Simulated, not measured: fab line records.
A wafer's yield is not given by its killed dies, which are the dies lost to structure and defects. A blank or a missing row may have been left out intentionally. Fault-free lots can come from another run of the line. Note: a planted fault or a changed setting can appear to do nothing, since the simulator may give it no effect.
Code-filled problem report in 8D (eight disciplines) form    flow sky130    the parts of the form that need people (team, actions taken, sign-off) are left out

1. THE PROBLEM
A mean of 197 is read at SKY_PAD_OPEN_PROBE_99 for killed_at_M0_to_M3, taken on 1 wafer of 1 lot, against 43 (standard deviation 6.7) on wafers free of any fault. Measured from the usual mean, that is +23 standard deviations.
First observed at day 49 08:53: wafer L609.1, on prober-02. The record has a number at this step for 14 wafers belonging to 6 lots. The rule behind "out" and "out of limits": a value lying over 4 standard deviations away from the usual mean. All remaining wafers that have a number are taken as sound.

2. WHAT IT IS, AND WHAT IT ISN'T
question                     is                                                                                                                                                               is not
which readings at this step  killed_at_M0_to_M3, defect limited yield, killed dies, killed on rim, sort_bin_3_pad_short, sort_bin_5_function, sort_bin_6_memory, sort n pass, sort yield pct  killed_at_M4_up, killed at contacts, killed at front end, killed at other, killed open, killed short
which lots                   L609                                                                                                                                                             L598, L601, L610, L612, L613
which wafers of those lots   L609.1                                                                                                                                                           L609.3, L609.5
read on which tools          prober-02                                                                                                                                                        prober-01
when                         from day 49 08:53                                                                                                                                                up to then (6 sound wafers); but 7 sound wafers of L609, L610, L612, L613 came after

3. THE SUSPECTS, EACH WITH WHAT RULES IT OUT
Counting: a tool at a process step up to the reading stays a suspect if it ran every lot that is out. Sound lots after the first of them don't rule it out here, since some wafers of a struck lot are sound.
- cmp-02 at SKY_VIA2_CMP_02 (polishes SiO2): kept. L609, the lot that is out, went through it at day 39 22:04; up to then, the latest sound lot through it was L601 at day 37 07:25.
- pvd sputter-04 at SKY_VIA3_SPUTTER_20 (material TiN, target thk 20 nm, time 80 s): kept. L609, the lot that is out, went through it at day 44 01:19; up to then, the latest sound lot through it was L601 at day 41 18:07.
- pvd sputter-01 at SKY_METAL4_SPUTTER_01 (material TiN, target thk 20 nm, time 16.7 s): kept. L609, the lot that is out, went through it at day 44 02:00; up to then, the latest sound lot through it was L601 at day 41 19:00.
- prober-02 at SKY_PAD_OPEN_PROBE_99: kept. L609, the lot that is out, went through it at day 49 08:53; up to then, the latest sound lot through it was L601 at day 47 13:34. Its own defect limited yield, killed_at_M0_to_M3, killed dies, killed on rim, sort_bin_3_pad_short, sort_bin_5_function, sort_bin_6_memory, sort n pass, sort yield pct readings are out on those wafers.
- In cmp-02 at SKY_VIA2_CMP_02, the wafers that are out were processed in chamber 1 and their sound lot-mates in chambers 2, 3.
Left after counting: cmp-02 at SKY_VIA2_CMP_02, pvd sputter-04 at SKY_VIA3_SPUTTER_20, pvd sputter-01 at SKY_METAL4_SPUTTER_01, prober-02 at SKY_PAD_OPEN_PROBE_99.

4. THE CAUSE (what the simulator had put in)
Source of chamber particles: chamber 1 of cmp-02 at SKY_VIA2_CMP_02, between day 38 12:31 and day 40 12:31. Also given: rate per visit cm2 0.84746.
Of the 4 suspects that counting leaves, this tool is one.

5. THE EFFECT CHAIN, in route order
Each row: a reading whose mean over the struck wafers that have a number lies more than 3 standard deviations from the usual. Only readings whose record carries a usual standard deviation are examined. hours: median over the lots of the time between each lot's start at the first step of this table that gives one and its start at this step. sigmas: the change, counted in usual standard deviations.
hours  step                   reading               usual   on struck wafers  change  sigmas
0      SKY_PAD_OPEN_PROBE_99  defect limited yield  82.5 %  52.8              -29.7   -16
0      SKY_PAD_OPEN_PROBE_99  killed_at_M0_to_M3    43      197               +154    +23
0      SKY_PAD_OPEN_PROBE_99  killed dies           86      232               +146    +15
0      SKY_PAD_OPEN_PROBE_99  killed on rim         17      49                +32     +8.6
0      SKY_PAD_OPEN_PROBE_99  sort_bin_3_pad_short  0.8 %   2.6               +1.8    +4.5
0      SKY_PAD_OPEN_PROBE_99  sort_bin_5_function   10.4 %  29.5              +19.1   +14
0      SKY_PAD_OPEN_PROBE_99  sort_bin_6_memory     6.2 %   15.0              +8.8    +7.3
0      SKY_PAD_OPEN_PROBE_99  sort n pass           406     260               -146    -15
0      SKY_PAD_OPEN_PROBE_99  sort yield pct        82.5 %  52.8              -29.7   -16
It contains these process steps:
- SKY_PAD_OPEN_PROBE_99

6. HOW IT WOULD HAVE BEEN CAUGHT EARLIER
First out-of-limits reading in this record: day 49 08:53, which is 260 hours after fault onset at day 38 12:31.
Of the tool readings at SKY_VIA2_CMP_02 for which the record gives a usual standard deviation, none was out on any struck wafer, so an alarm limit of 4 standard deviations on them would not have fired.
All the lots that are out (1) had begun SKY_VIA2_CMP_02 on cmp-02 by day 49 08:53. Holding the tool at that point would not have protected any of them.
